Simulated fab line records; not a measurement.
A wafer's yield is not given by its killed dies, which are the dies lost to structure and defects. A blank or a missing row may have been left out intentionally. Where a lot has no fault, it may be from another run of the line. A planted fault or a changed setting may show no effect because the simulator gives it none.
Which tool is to blame? -- flow sky130 -- route of 708 steps, sampled at 1 step: 12 lots, 36 wafers

WHAT THE GAUGES READ, wafer by wafer
SKY_LDD_N_OVL_MEAS_07.
lot,measured,on,LDD_N_OVL (nm)
L075,day 17 20:07,overlay-01,-0.7 1.1 -1.1
L079,day 20 05:13,overlay-01,-0.8 -1.4 0.2
L078,day 20 09:13,overlay-01,-1.3 -2.6 -1.4
L080,day 20 14:31,overlay-01,-2.3 -3.6 -2.5
L083,day 22 10:02,overlay-01,-0.8 -2.4 -2.3
L086,day 22 12:22,overlay-02,-1.4 -1.5 -2.8
L087,day 22 15:10,overlay-01,-0.7 -1.2 -1.3
L088,day 22 22:04,overlay-02,-0.2 -1.5 0.8
L091,day 23 15:34,overlay-02,-2.0 -1.9 -1.7
L094,day 24 15:34,overlay-01,-0.1 -1.9 -0.8
L095,day 24 19:49,overlay-02,-1.7 0.1 0.5
L097,day 25 14:28,overlay-01,-2.8 -1.7 -0.8

WHICH TOOL RAN EACH LOT (tool, then ch and the chambers of the sampled wafers, then the start)
Before these readings, the record contains no process step.

THE ANSWER, worked out from the rows above alone
Rule: usual is defined by the lots themselves. The widest of any qualifying gaps counts: lots, ordered by their means at a reading, are off when they make up no more than a third of the lots, leave a main group of 4 or more, and stand apart from it by 3 or more times the standard deviation of that group's means. Not used: any main group whose means are identical at the precision the tables above print for the reading. Also off: a lot with no number at a reading for which 4 or more lots have one. Any other lot the step has rows for is counted as sound.
None of the lots is off at any reading shown; this tells nothing.

WHAT THE SIMULATOR PUT IN
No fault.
